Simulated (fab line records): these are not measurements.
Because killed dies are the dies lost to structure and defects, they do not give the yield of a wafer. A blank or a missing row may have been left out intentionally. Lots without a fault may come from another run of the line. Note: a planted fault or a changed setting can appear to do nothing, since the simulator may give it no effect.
Struck lot and sound lot, side by side :: flow sky130 :: 15 steps out of a route of 708
Sound: these wafers, L982.2, L982.5, L982.6. Wafers L986.2, L986.3, L986.4 were the ones struck. Last of all comes the cause.
Per side, at each step with rows, come the tool, then ch with its chambers, and then its first start. Under that, the readings that differ: sound wafers :: struck wafers :: difference of the means :: sigmas: that difference in standard deviations of wafers without a fault.
alike: readings whose means differ by less than 2 such deviations, and words and numbers that are the same on both sides. not compared: withheld readings, readings that some wafer has no value for, bounds like >300 that may hide the same value, and numbers for which the record gives no deviation and whose values overlap.
The two part at a step that has a row with sigmas, a row that says differs or no value, or rows on one side only. Non-overlapping numbers with no deviation appear without sigmas and do not part them. Lack of a reading on every wafer of one side parts them only where that side has two or more wafers.

first, 5 steps without rows for these wafers: SKY_CAP2M_COAT_07 (resist thk 1140 nm); SKY_CAP2M_SOFTBAKE_08 (time 60 s); SKY_CAP2M_EXPOSE_09 (exposes mask CAP2M, target cd 1000 nm); SKY_CAP2M_PEB_10; SKY_CAP2M_DEVELOP_11 (develop time 60 s).
SKY_CAP2M_OVL_MEAS_12:
  sound: overlay-02 at day 41 14:51; struck: overlay-01 at day 42 21:18
reading: CAP2M_OVL (nm)
sound: 2.0 1.7 0.3
struck: -1.5 -1.4 -3.0
difference: -3.3
sigmas: -2
SKY_CAP2M_METAL_ETCH_13: etches TiN in Cl2/BCl3, stops on SiO2, target depth 220 nm, time 62.9 s.
  sound on rie_metal-03 ch 0,1, day 41 14:53; struck on rie_metal-04 ch 0,1, day 42 21:20
  alike: drypump_motor_current_A, oes_product_au, throttle_valve_pct
  not compared: rf_hours_counter_h
SKY_CAP2M_STRIP_14: strips in O2/N2.
  sound on plasma_asher-04 ch 0,1, day 41 14:57; struck on plasma_asher-03 ch 0,1, day 42 21:25
  alike: drypump_motor_current_A, n2_flow_sccm, oes_product_au, strip_time_to_endpoint_s
  not compared: rf_hours_counter_h
then, 4 steps without rows for these wafers: SKY_CAP2M_STRIP_15 (strips in post etch residue remover, time 1200 s); SKY_CAP2M_CLEAN_16 (cleans in IPA, time 180 s); SKY_CAP2M_CLEAN_17 (cleans in O3/DIW); SKY_METAL4_DEHYDRATE_05 (time 60 s).
SKY_METAL4_HMDS_06: prime time 60 s.
  sound on litho_track-03 ch 0, day 42 02:52; struck on litho_track-03 ch 0, day 43 08:37
reading: prime_temp_c (C)
sound: 119.76 119.91 119.59
struck: 116.26 116.17 116.23
difference: -3.53
sigmas: -24
then, 1 step without rows for these wafers: SKY_METAL4_COAT_07 (resist thk 60 nm).
-- the record jumps here: 4 days lie between the struck wafers' starts before and after (it left off in module METAL4 and takes up again in module PAD_OPEN, whose first step shown is number 708 of the route) --
SKY_PAD_OPEN_PROBE_99:
  sound: prober-01 at day 46 15:11; struck: prober-01 at day 47 16:21
  alike: defect_limited_yield, killed_at_M0_to_M3, killed_at_M4_up, killed_at_contacts, killed_at_front_end, killed_at_other, killed_dies, killed_open, killed_short, sort_bin_3_pad_short, sort_bin_5_function, sort_bin_6_memory, sort_n_pass, sort_yield_pct

== WHERE THEY PART ==
First at SKY_CAP2M_OVL_MEAS_12; last, within this record, at SKY_METAL4_HMDS_06. Later steps at which nothing parts them and some readings are alike: SKY_PAD_OPEN_PROBE_99.

WHY: the cause the simulator had injected
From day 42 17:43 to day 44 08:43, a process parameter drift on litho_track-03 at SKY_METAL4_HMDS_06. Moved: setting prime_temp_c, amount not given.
